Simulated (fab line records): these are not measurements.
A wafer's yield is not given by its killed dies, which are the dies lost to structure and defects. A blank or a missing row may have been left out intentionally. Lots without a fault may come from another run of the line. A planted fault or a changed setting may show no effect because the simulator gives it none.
fab line records | flow gf180mcu | part 1 of 2: steps 1 to 27 of 37
[record] lots = 5 wafers = 15 lastDay = 33
route steps=602 shown PSD@248 NSD@262 SAB@264 SALICIDE@278
lots with no fault: from the same line, run without faults
startH: hours from the record's first day to the start of the lot's first wafer shown | waitH: hours from the lot's prior step to this one | " the same as in the row above | L1.1+2: several wafers, shown together as one row | - value missing, or start not given | * or withheld: withheld | < > ~ a bound
route shown NAME@n: a module of which the file shows steps, and the number in the route of the first | usual: mean/standard deviation of fault-free wafers | same: alike in all rows | chamber/n: place in a boat | sites: the reading at each site | _std_site: standard deviation of those values | _edge_site: inner sites' mean taken away from outer sites' mean | radiusMm: for every site, how far away it sits from the centre of the wafer | mask NAME#n: copy n | behind: the tool/chamber that last shaped the wafer | hold: why the lot was held/for how many hours/how that ended | device: the transistor (n, p or np) that didn't switch | end of line: tests run on the same wafers once the route is complete | for a step that has no rows: nothing shown but its recipe | killed: not the wafer's yield, but the dies lost to structure and defects at the first sort | map: dies across one wafer; x = killed, . = not, _ = none there
set.NAME: the run value of the setting; set.NAME@STEP: its run value at that earlier step | model.NAME: the simulator's own value behind a step, which no gauge read
certain route steps with their lots: each step a table, each wafer a row
services: the hour from which a tool's chamber was out of use, counted from the record's first day as startH (under 0 if before that day), plus the number of hours and why
[[steps]]
[step GF_PSD_DEHYDRATE_00]
[recipe] tempC = 200 timeS = 60
[usual] exhaustPa = 45.1/0.91 plateTempC = 200.01/0.16
// columns lot.wafer tool chamber startH waitH exhaustPa plateTempC
L074.1 lithoTrack-04 0 311.56 9.0 46.3 200.02
L074.4 " 0 " " 44.2 200.00
L074.5 " 0 " " 44.9 200.15
L075.1 lithoTrack-04 0 316.26 9.0 46.3 200.18
L075.2 " 0 " " 44.9 199.93
L075.6 " 0 " " 45.5 200.11
L087.2 lithoTrack-01 0 416.51 11.0 44.2 199.95
L087.5 " 0 " " 44.9 199.99
L087.6 " 0 " " 44.6 200.13
L089.1 lithoTrack-03 0 431.02 11.2 46.0 199.92
L089.2 " 0 " " 46.0 199.85
L089.5 " 0 " " 44.4 199.94
L092.3 lithoTrack-01 0 455.49 11.9 45.4 199.92
L092.5 " 0 " " 44.3 200.19
L092.6 " 0 " " 46.7 200.06
[step GF_PSD_HMDS_01]
[recipe] primeTimeS = 60 primeTempC = 120
[usual] exhaustPa = 45.2/0.99
[same] primeTimeS = 60
// columns lot.wafer tool chamber startH waitH exhaustPa
L074.1 lithoTrack-04 0 311.71 0.1 45.2
L074.4 " 0 " " 44.5
L074.5 " 0 " " 45.9
L075.1 lithoTrack-04 0 316.41 0.1 44.7
L075.2 " 0 " " 44.0
L075.6 " 0 " " 43.2
L087.2 lithoTrack-01 0 416.66 0.1 46.1
L087.5 " 0 " " 45.0
L087.6 " 0 " " 46.3
L089.1 lithoTrack-03 0 431.17 0.1 44.0
L089.2 " 0 " " 44.9
L089.5 " 0 " " 44.2
L092.3 lithoTrack-01 0 455.64 0.1 45.7
L092.5 " 0 " " 44.1
L092.6 " 0 " " 45.6
[step GF_PSD_COAT_02]
[recipe] resist = NOVOLAK spinRpm = 3000 resistThkNm = 1000
[usual] exhaustPa = 45.0/0.88
// columns lot.wafer tool chamber startH waitH exhaustPa
L074.1 lithoTrack-04 0 311.86 0.1 44.4
L074.4 " 0 " " 44.1
L074.5 " 0 " " 44.7
L075.1 lithoTrack-04 0 316.56 0.1 43.4
L075.2 " 0 " " 43.9
L075.6 " 0 " " 43.6
L087.2 lithoTrack-01 0 416.81 0.1 46.5
L087.5 " 0 " " 45.2
L087.6 " 0 " " 44.9
L089.1 lithoTrack-03 0 431.32 0.1 45.5
L089.2 " 0 " " 44.5
L089.5 " 0 " " 44.8
L092.3 lithoTrack-01 0 455.79 0.1 45.7
L092.5 " 0 " " 44.0
L092.6 " 0 " " 45.1
[step GF_PSD_SOFTBAKE_03]
[recipe] tempC = 90 timeS = 60 resist = NOVOLAK
[usual] exhaustPa = 45.2/0.93 plateTempC = 89.98/0.12
// columns lot.wafer tool chamber startH waitH exhaustPa plateTempC
L074.1 lithoTrack-04 0 312.01 0.1 46.2 89.81
L074.4 " 0 " " 45.6 89.68
L074.5 " 0 " " 46.1 90.02
L075.1 lithoTrack-04 0 316.71 0.1 44.9 90.14
L075.2 " 0 " " 45.0 90.09
L075.6 " 0 " " 44.0 89.94
L087.2 lithoTrack-01 0 416.96 0.1 43.6 89.90
L087.5 " 0 " " 43.5 89.85
L087.6 " 0 " " 45.0 90.06
L089.1 lithoTrack-03 0 431.47 0.1 46.0 89.84
L089.2 " 0 " " 46.0 89.98
L089.5 " 0 " " 46.1 89.91
L092.3 lithoTrack-01 0 455.94 0.1 45.6 90.01
L092.5 " 0 " " 44.7 89.92
L092.6 " 0 " " 43.9 89.82
[step GF_PSD_EXPOSE_04]
[recipe] maskId = Pplus targetCdNm = 400 na = 0.6 sourceShape = conventional sigmaOuter = 0.6 doseMj = 140
// columns lot.wafer tool chamber startH waitH mask
L074.1+4+5 ilineStepper-01 0 - - Pplus#0
L075.1+2+6 ilineStepper-02 0 - - Pplus#0
L087.2+5+6 ilineStepper-02 0 - - Pplus#0
L089.1+2+5 ilineStepper-02 0 - - Pplus#0
L092.3+5+6 ilineStepper-01 0 - - Pplus#0
[step GF_PSD_PEB_05]
[recipe] tempC = withheld timeS = * resist = NOVOLAK
[usual] exhaustPa = 45.0/0.97
// columns lot.wafer tool chamber startH waitH exhaustPa
L074.1 lithoTrack-03 0 - - 44.4
L074.4 " 0 " " 43.4
L074.5 " 0 " " 46.0
L075.1 lithoTrack-04 0 - - 45.8
L075.2 " 0 " " 46.3
L075.6 " 0 " " 46.2
L087.2 lithoTrack-01 0 - - 43.6
L087.5 " 0 " " 44.1
L087.6 " 0 " " 43.6
L089.1 lithoTrack-01 0 - - 46.0
L089.2 " 0 " " 46.1
L089.5 " 0 " " 46.2
L092.3 lithoTrack-01 0 - - 45.8
L092.5 " 0 " " 45.3
L092.6 " 0 " " 43.6
[step GF_PSD_DEVELOP_06]
[recipe] developTimeS = 58.9 devTempC = 23
[usual] exhaustPa = 45.1/0.78
// columns lot.wafer tool chamber startH waitH exhaustPa
L074.1 lithoTrack-03 0 322.57 0.1 44.8
L074.4 " 0 " " 45.8
L074.5 " 0 " " 46.0
L075.1 lithoTrack-04 0 327.31 0.1 44.2
L075.2 " 0 " " 44.2
L075.6 " 0 " " 45.4
L087.2 lithoTrack-01 0 429.26 0.1 45.9
L087.5 " 0 " " 46.5
L087.6 " 0 " " 45.9
L089.1 lithoTrack-01 0 443.74 0.1 46.7
L089.2 " 0 " " 46.4
L089.5 " 0 " " 46.3
L092.3 lithoTrack-01 0 467.34 0.1 44.5
L092.5 " 0 " " 45.0
L092.6 " 0 " " 45.5
[step GF_PSD_CD_MEAS_07]
[recipe] targetCdNm = 400
[usual] cdNm = 400.4/2.3
// columns lot.wafer tool chamber startH waitH cdNm
L074.1 cdSem-02 - 322.72 0.1 403.8
L074.4 " - " " 402.9
L074.5 " - " " 403.4
L075.1 cdSem-02 - 327.46 0.1 400.0
L075.2 " - " " 397.1
L075.6 " - " " 396.6
L087.2 cdSem-01 - 429.41 0.1 399.0
L087.5 " - " " 396.9
L087.6 " - " " 399.3
L089.1 cdSem-02 - 443.89 0.1 400.6
L089.2 " - " " 399.5
L089.5 " - " " 399.1
L092.3 cdSem-01 - 467.48 0.1 398.9
L092.5 " - " " 398.7
L092.6 " - " " 400.6
[step GF_PSD_OVL_MEAS_08]
[usual] PSD_OVL = 0.6/1.3
// columns lot.wafer tool chamber startH waitH PSD_OVL[nm]
L074.1 overlay-02 - 322.84 0.1 2.3
L074.4 " - " " 2.9
L074.5 " - " " 3.2
L075.1 overlay-01 - 327.58 0.1 -1.6
L075.2 " - " " -1.3
L075.6 " - " " 1.2
L087.2 overlay-01 - 429.51 0.1 2.5
L087.5 " - " " 1.0
L087.6 " - " " 0.0
L089.1 overlay-01 - 444.01 0.1 0.3
L089.2 " - " " -0.5
L089.5 " - " " 0.2
L092.3 overlay-01 - 467.57 0.1 1.7
L092.5 " - " " 2.3
L092.6 " - " " 0.8
[step GF_PSD_IMPLANT_09]
[recipe] species = BF2 energyKev = 40 doseCm2 = 1.5e+15 tiltDeg = 7
// columns lot.wafer tool chamber startH waitH
L074.1+4+5 implanter-01 0 322.88 0.0
L075.1+2+6 implanter-01 0 327.62 0.0
L087.2+5+6 implanter-04 0 429.57 0.0
L089.1+2+5 implanter-04 0 444.04 0.0
L092.3+5+6 implanter-01 0 467.64 0.1
[step GF_PSD_STRIP_10]
[recipe] chemistry = O2/N2 powerW = 1400 pressureMtorr = 1500 platenTempC = 250 o2FlowSccm = 3000 n2FlowSccm = 300 overashFraction = 0.5
[usual] drypumpMotorCurrentA = 5.6/0.61 heaterPowerW = 345/28 oesProductAu = 0.592/0.0048 stripTimeToEndpointS = 16.52/0.047
// columns lot.wafer tool chamber startH waitH drypumpMotorCurrentA heaterPowerW oesProductAu rfHoursCounterH stripTimeToEndpointS
L074.1 plasmaAsher-01 1 323.03 0.1 5.1 337 0.589 20 16.49
L074.4 " 1 " " 5.1 339 0.592 - 16.52
L074.5 " 0 " " 6.4 338 0.591 - 16.45
L075.1 plasmaAsher-02 0 327.77 0.1 6.0 379 0.599 70 16.55
L075.2 " 1 " " 4.7 357 0.595 70 16.55
L075.6 " 1 " " 4.7 366 0.586 - 16.58
L087.2 plasmaAsher-03 1 429.69 0.1 6.0 314 0.594 75 16.58
L087.5 " 0 " " 5.9 302 0.595 - 16.55
L087.6 " 1 " " 6.0 316 0.590 - 16.57
L089.1 plasmaAsher-01 1 444.19 0.1 5.2 332 0.594 32 16.43
L089.2 " 0 " " 6.4 330 0.587 32 16.46
L089.5 " 0 " " 6.4 332 0.588 - 16.40
L092.3 plasmaAsher-01 0 467.78 0.1 6.4 329 0.589 - 16.62
L092.5 " 1 " " 5.1 336 0.594 - 16.61
L092.6 " 0 " " 6.4 323 0.592 - 16.61
[step GF_PSD_TW_MEAS_11]
[usual] PSD_TW = 3173/20
// columns lot.wafer tool chamber startH waitH PSD_TW
L074.1 filmMetro-02 - 323.13 0.1 3152
L074.4 " - " " 3169
L074.5 " - " " 3144
L075.1 filmMetro-02 - 327.87 0.1 3166
L075.2 " - " " 3183
L075.6 " - " " 3138
L087.2 filmMetro-02 - 429.80 0.1 3163
L087.5 " - " " 3169
L087.6 " - " " 3180
L089.1 filmMetro-01 - 444.29 0.1 3168
L089.2 " - " " 3158
L089.5 " - " " 3164
L092.3 filmMetro-01 - 467.86 0.1 3161
L092.5 " - " " 3185
L092.6 " - " " 3181
[step GF_PSD_CLEAN_12]
[recipe] chemistry = SC1/SC2 mix = 1:4:20 tempC = 70 timeS = 150 dry = n2Spin
// columns lot.wafer tool chamber startH waitH
L074.1+4+5 wetBench-04 2 323.19 0.1
L075.1+2+6 wetBench-03 1 327.93 0.1
L087.2+5+6 wetBench-03 3 429.85 0.0
L089.1+2+5 wetBench-03 1 444.35 0.1
L092.3+5+6 wetBench-01 0 467.90 0.0
[step GF_PSD_RTA_13]
[recipe] tempC = 1025 timeS = 20 ambient = N2
[usual] lampPowerPct = 36/3.3 wafer_temp_C_max = 1032.0/2.2
// columns lot.wafer tool chamber startH waitH lampPowerPct wafer_temp_C_max
L074.1 rtpAnneal-01 0 323.24 0.0 39 1033.6
L074.4 " 0 " " 39 1031.3
L074.5 " 0 " " 39 1032.9
L075.1 rtpAnneal-01 0 327.98 0.0 39 1034.5
L075.2 " 0 " " 39 1034.1
L075.6 " 0 " " 39 1035.7
L087.2 rtpAnneal-02 0 429.92 0.0 33 1030.3
L087.5 " 0 " " 33 1030.6
L087.6 " 0 " " 33 1029.9
L089.1 rtpAnneal-02 0 444.41 0.0 33 1029.9
L089.2 " 0 " " 33 1030.1
L089.5 " 0 " " 33 1030.8
L092.3 rtpAnneal-02 0 467.98 0.0 33 1029.9
L092.5 " 0 " " 33 1029.9
L092.6 " 0 " " 33 1028.4
[step GF_PSD_RS_MEAS_14]
[recipe] thkMeasGauge = four-point-probe
[usual] NSD_RS = 46.18/0.079
// columns lot.wafer tool chamber startH waitH NSD_RS[ohm/sq]
L074.1 filmMetro-01 - 323.41 0.1 46.27
L074.4 " - " " 46.27
L074.5 " - " " 46.25
L075.1 filmMetro-02 - 328.06 0.1 46.07
L075.2 " - " " 46.16
L075.6 " - " " 46.08
L087.2 filmMetro-02 - 430.01 0.1 46.04
L087.5 " - " " 46.27
L087.6 " - " " 46.07
L089.1 filmMetro-04 - 444.49 0.1 46.17
L089.2 " - " " 46.20
L089.5 " - " " 46.30
L092.3 filmMetro-01 - 468.08 0.1 46.21
L092.5 " - " " 46.26
L092.6 " - " " 46.37
[step GF_PSD_RS_MEAS_15]
[recipe] thkMeasGauge = four-point-probe
[usual] PSD_RS = 108.69/0.23
// columns lot.wafer tool chamber startH waitH PSD_RS[ohm/sq]
L074.1 filmMetro-01 - 323.53 0.1 108.68
L074.4 " - " " 108.55
L074.5 " - " " 108.51
L075.1 filmMetro-02 - 328.18 0.1 108.26
L075.2 " - " " 108.34
L075.6 " - " " 108.36
L087.2 filmMetro-02 - 430.13 0.1 108.20
L087.5 " - " " 108.75
L087.6 " - " " 108.41
L089.1 filmMetro-04 - 444.61 0.1 108.69
L089.2 " - " " 108.93
L089.5 " - " " 108.56
L092.3 filmMetro-01 - 468.20 0.1 108.93
L092.5 " - " " 108.89
L092.6 " - " " 109.01
[step GF_SAB_CVD_00]
[recipe] material = SiO2 targetThkNm = 50 precursor = TEOS tempC = 400 timeS = 4.9302 rfW = 600
[usual] heaterPowerW = 677/83
// columns lot.wafer tool chamber startH waitH heaterPowerW
L074.1 pecvd-02 0 323.65 0.1 810
L074.4 " 1 " " 667
L074.5 " 0 " " 807
L075.1 pecvd-01 0 328.30 0.1 672
L075.2 " 2 " " 706
L075.6 " 2 " " 690
L087.2 pecvd-01 1 430.23 0.1 701
L087.5 " 2 " " 601
L087.6 " 1 " " 692
L089.1 pecvd-01 2 444.73 0.1 643
L089.2 " 1 " " 604
L089.5 " 0 " " 720
L092.3 pecvd-02 1 468.29 0.1 598
L092.5 " 1 " " 595
L092.6 " 0 " " 792
[step GF_SAB_THK_MEAS_01]
[recipe] reads = SiO2_of_SAB_CVD_00
[usual] SAB_CVD_00_THK = 50.0/0.58
// columns lot.wafer tool chamber startH waitH SAB_CVD_00_THK[nm]
L074.1 filmMetro-04 - 323.67 0.0 49.7
L074.4 " - " " 49.8
L074.5 " - " " 50.5
L075.1 filmMetro-04 - 328.32 0.0 49.2
L075.2 " - " " 49.1
L075.6 " - " " 49.4
L087.2 filmMetro-03 - 430.26 0.0 49.4
L087.5 " - " " 49.5
L087.6 " - " " 49.6
L089.1 filmMetro-02 - 444.75 0.0 49.3
L089.2 " - " " 49.3
L089.5 " - " " 50.7
L092.3 filmMetro-02 - 468.32 0.0 50.7
L092.5 " - " " 50.3
L092.6 " - " " 50.2
[step GF_SAB_DEHYDRATE_02]
[recipe] tempC = 200 timeS = 60
[usual] exhaustPa = 44.8/0.94 plateTempC = 200.01/0.17
// columns lot.wafer tool chamber startH waitH exhaustPa plateTempC
L074.1 lithoTrack-04 0 333.41 9.7 46.1 199.98
L074.4 " 0 " " 46.2 199.81
L074.5 " 0 " " 45.6 199.99
L075.1 lithoTrack-02 0 337.93 9.6 43.0 200.17
L075.2 " 0 " " 43.9 200.09
L075.6 " 0 " " 45.0 199.92
L087.2 lithoTrack-04 0 441.49 11.2 47.3 200.01
L087.5 " 0 " " 44.4 200.01
L087.6 " 0 " " 47.1 200.07
L089.1 lithoTrack-04 0 456.76 12.0 44.4 200.11
L089.2 " 0 " " 44.4 200.06
L089.5 " 0 " " 44.3 199.84
L092.3 lithoTrack-04 0 479.96 11.6 44.8 199.96
L092.5 " 0 " " 44.6 200.10
L092.6 " 0 " " 43.9 200.15
[step GF_SAB_HMDS_03]
[recipe] primeTimeS = 60 primeTempC = 120
[usual] exhaustPa = 44.9/0.81
[same] primeTimeS = 60
// columns lot.wafer tool chamber startH waitH exhaustPa
L074.1 lithoTrack-04 0 333.56 0.1 43.2
L074.4 " 0 " " 45.3
L074.5 " 0 " " 45.9
L075.1 lithoTrack-02 0 338.08 0.1 44.9
L075.2 " 0 " " 44.7
L075.6 " 0 " " 45.5
L087.2 lithoTrack-04 0 441.64 0.1 44.2
L087.5 " 0 " " 45.2
L087.6 " 0 " " 45.7
L089.1 lithoTrack-04 0 456.91 0.1 43.7
L089.2 " 0 " " 44.4
L089.5 " 0 " " 43.7
L092.3 lithoTrack-04 0 480.11 0.1 45.4
L092.5 " 0 " " 44.5
L092.6 " 0 " " 45.6
[step GF_SAB_COAT_04]
[recipe] resist = NOVOLAK spinRpm = 3022 resistThkNm = 1000
[usual] exhaustPa = 45.1/0.89
// columns lot.wafer tool chamber startH waitH exhaustPa
L074.1 lithoTrack-04 0 333.71 0.1 46.2
L074.4 " 0 " " 45.1
L074.5 " 0 " " 45.9
L075.1 lithoTrack-02 0 338.23 0.1 44.8
L075.2 " 0 " " 44.7
L075.6 " 0 " " 45.9
L087.2 lithoTrack-04 0 441.79 0.1 44.9
L087.5 " 0 " " 44.7
L087.6 " 0 " " 44.7
L089.1 lithoTrack-04 0 457.06 0.1 46.5
L089.2 " 0 " " 45.7
L089.5 " 0 " " 46.3
L092.3 lithoTrack-04 0 480.26 0.1 44.3
L092.5 " 0 " " 44.6
L092.6 " 0 " " 45.4
[step GF_SAB_SOFTBAKE_05]
[recipe] tempC = 90 timeS = 60 resist = NOVOLAK
[usual] exhaustPa = 45.1/0.95 plateTempC = 89.93/0.11
// columns lot.wafer tool chamber startH waitH exhaustPa plateTempC
L074.1 lithoTrack-04 0 333.86 0.1 45.9 89.73
L074.4 " 0 " " 45.4 89.80
L074.5 " 0 " " 45.8 89.94
L075.1 lithoTrack-02 0 338.38 0.1 45.4 89.78
L075.2 " 0 " " 43.7 89.86
L075.6 " 0 " " 43.8 89.77
L087.2 lithoTrack-04 0 441.94 0.1 45.4 89.96
L087.5 " 0 " " 43.3 89.76
L087.6 " 0 " " 46.0 89.95
L089.1 lithoTrack-04 0 457.21 0.1 44.0 90.12
L089.2 " 0 " " 45.7 90.04
L089.5 " 0 " " 45.4 89.93
L092.3 lithoTrack-04 0 480.41 0.1 44.4 90.02
L092.5 " 0 " " 46.1 89.95
L092.6 " 0 " " 44.3 89.82
[step GF_SAB_EXPOSE_06]
[recipe] maskId = SAB targetCdNm = 420 na = 0.6 sourceShape = conventional sigmaOuter = 0.6 doseMj = 140
// columns lot.wafer tool chamber startH waitH mask
L074.1+4+5 ilineStepper-02 0 - - SAB#0
L075.1+2+6 ilineStepper-01 0 - - SAB#0
L087.2+5+6 ilineStepper-01 0 - - SAB#0
L089.1+2+5 ilineStepper-01 0 - - SAB#0
L092.3+5+6 ilineStepper-02 0 - - SAB#0
[step GF_SAB_PEB_07]
[recipe] tempC = withheld timeS = * resist = NOVOLAK
[usual] exhaustPa = 45.1/0.86
// columns lot.wafer tool chamber startH waitH exhaustPa
L074.1 lithoTrack-02 0 - - 44.4
L074.4 " 0 " " 45.4
L074.5 " 0 " " 45.1
L075.1 lithoTrack-02 0 - - 45.7
L075.2 " 0 " " 45.3
L075.6 " 0 " " 45.6
L087.2 lithoTrack-01 0 - - 46.3
L087.5 " 0 " " 44.0
L087.6 " 0 " " 44.6
L089.1 lithoTrack-01 0 - - 44.7
L089.2 " 0 " " 44.3
L089.5 " 0 " " 45.0
L092.3 lithoTrack-02 0 - - 44.3
L092.5 " 0 " " 44.1
L092.6 " 0 " " 44.7
[step GF_SAB_DEVELOP_08]
[recipe] developTimeS = 60 devTempC = 23
[usual] exhaustPa = 45.1/0.88
// columns lot.wafer tool chamber startH waitH exhaustPa
L074.1 lithoTrack-02 0 344.13 0.1 44.7
L074.4 " 0 " " 45.6
L074.5 " 0 " " 46.1
L075.1 lithoTrack-02 0 349.53 0.1 46.2
L075.2 " 0 " " 45.3
L075.6 " 0 " " 44.4
L087.2 lithoTrack-01 0 454.66 0.1 44.4
L087.5 " 0 " " 44.2
L087.6 " 0 " " 42.9
L089.1 lithoTrack-01 0 469.19 0.1 44.7
L089.2 " 0 " " 45.4
L089.5 " 0 " " 46.5
L092.3 lithoTrack-02 0 491.73 0.1 43.7
L092.5 " 0 " " 43.7
L092.6 " 0 " " 43.9
[step GF_SAB_CD_MEAS_09]
[recipe] targetCdNm = 420
[usual] cdNm = 420.2/2
// columns lot.wafer tool chamber startH waitH cdNm
L074.1 cdSem-02 - 344.28 0.1 420.1
L074.4 " - " " 420.6
L074.5 " - " " 420.1
L075.1 cdSem-02 - 349.68 0.1 420.5
L075.2 " - " " 422.2
L075.6 " - " " 421.8
L087.2 cdSem-01 - 454.81 0.1 420.7
L087.5 " - " " 420.4
L087.6 " - " " 419.1
L089.1 cdSem-02 - 469.34 0.1 419.4
L089.2 " - " " 419.9
L089.5 " - " " 420.8
L092.3 cdSem-02 - 491.87 0.1 421.0
L092.5 " - " " 421.1
L092.6 " - " " 420.1
[step GF_SAB_OVL_MEAS_10]
[usual] SAB_OVL = -0.8/1.5
// columns lot.wafer tool chamber startH waitH SAB_OVL[nm]
L074.1 overlay-01 - 344.40 0.1 -3.5
L074.4 " - " " -1.0
L074.5 " - " " -3.9
L075.1 overlay-01 - 349.80 0.1 -1.0
L075.2 " - " " 0.0
L075.6 " - " " 2.1
L087.2 overlay-01 - 454.91 0.1 2.3
L087.5 " - " " 0.1
L087.6 " - " " 0.5
L089.1 overlay-02 - 469.46 0.1 0.0
L089.2 " - " " 0.4
L089.5 " - " " 0.0
L092.3 overlay-01 - 491.96 0.1 -0.9
L092.5 " - " " 0.2
L092.6 " - " " 1.3
